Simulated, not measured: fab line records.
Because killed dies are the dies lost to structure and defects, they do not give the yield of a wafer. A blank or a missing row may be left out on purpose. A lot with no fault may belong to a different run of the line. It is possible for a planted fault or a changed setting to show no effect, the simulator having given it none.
The tool behind it: which one? | flow sky130 | 19 wafers from 7 lots sampled at 4 of the route's 708 steps

## WHAT THE GAUGES READ, wafer by wafer
SKY_DNWELL_TW_MEAS_09.
lot  | measured    | on            | DNWELL_TW
L196 | day 3 21:45 | film-metro-01 | 1122 1126 1130
L198 | day 4 05:09 | film-metro-03 | 1118 1112 1117
L200 | day 4 15:01 | film-metro-03 | 1107 1102 1103
L202 | day 4 18:53 | film-metro-01 | 1130 1129 1130
L207 | day 5 22:49 | film-metro-01 | 1129 1127 1128
L212 | day 6 22:48 | film-metro-04 | 1107 1113 1101
L218 | day 8 14:28 | film-metro-03 | 1107

## WHICH TOOL RAN EACH LOT (tool, then ch and the chambers of the sampled wafers, then the start)
lot  | SKY_FIELD_ISO_ETCH_14             | SKY_FIELD_ISO_ETCH_15             | SKY_FIELD_ISO_STRIP_16
L196 | rie-diel-04 ch 0,2, day 2 14:15   | rie-diel-04 ch 0,2, day 2 14:17   | plasma-asher-01 ch 0,1, day 2 14:23
L198 | rie-diel-04 ch 0,2,3, day 3 04:32 | rie-diel-04 ch 0,2,3, day 3 04:35 | plasma-asher-03 ch 0,1, day 3 04:43
L200 | rie-diel-02 ch 0,1,2, day 3 15:18 | rie-diel-02 ch 0,1,2, day 3 15:20 | plasma-asher-02 ch 0,1, day 3 15:26
L202 | rie-diel-02 ch 0,2,3, day 3 18:30 | rie-diel-02 ch 0,2,3, day 3 18:32 | plasma-asher-03 ch 0,1, day 3 18:36
L207 | rie-diel-03 ch 1,3, day 4 22:37   | rie-diel-03 ch 1,3, day 4 22:39   | plasma-asher-01 ch 0,1, day 4 22:44
L212 | rie-diel-02 ch 0,2,3, day 5 21:03 | rie-diel-02 ch 0,2,3, day 5 21:05 | plasma-asher-03 ch 0,1, day 5 21:09
L218 | rie-diel-03 ch 1, day 7 05:37     | rie-diel-03 ch 1, day 7 05:40     | plasma-asher-03 ch 0, day 7 05:46
- SKY_FIELD_ISO_ETCH_14: etches BARC in N2/H2, stops on SiO2, time 45.9 s, target depth 60 nm.
- SKY_FIELD_ISO_ETCH_15: etches the open film in CHF3/O2, stops on Si, target depth 180 nm, time 72 s.
- SKY_FIELD_ISO_STRIP_16: strips in O2/N2.

## THE ANSWER, worked out from the rows above alone
Rule: the lots themselves supply what counts as usual. The widest of any qualifying gaps counts: lots, ordered by their means at a reading, are off when they make up no more than a third of the lots, leave a main group of 4 or more, and stand apart from it by 3 or more times the standard deviation of that group's means. Not used: any main group whose means are identical at the precision the tables above print for the reading. A lot without any number at a reading at which 4 lots or more have one is off too. Any other lot the step has rows for is counted as sound.
Across all readings shown, no lot is off: no conclusion can be drawn from this.

## WHAT THE SIMULATOR HAD INSERTED
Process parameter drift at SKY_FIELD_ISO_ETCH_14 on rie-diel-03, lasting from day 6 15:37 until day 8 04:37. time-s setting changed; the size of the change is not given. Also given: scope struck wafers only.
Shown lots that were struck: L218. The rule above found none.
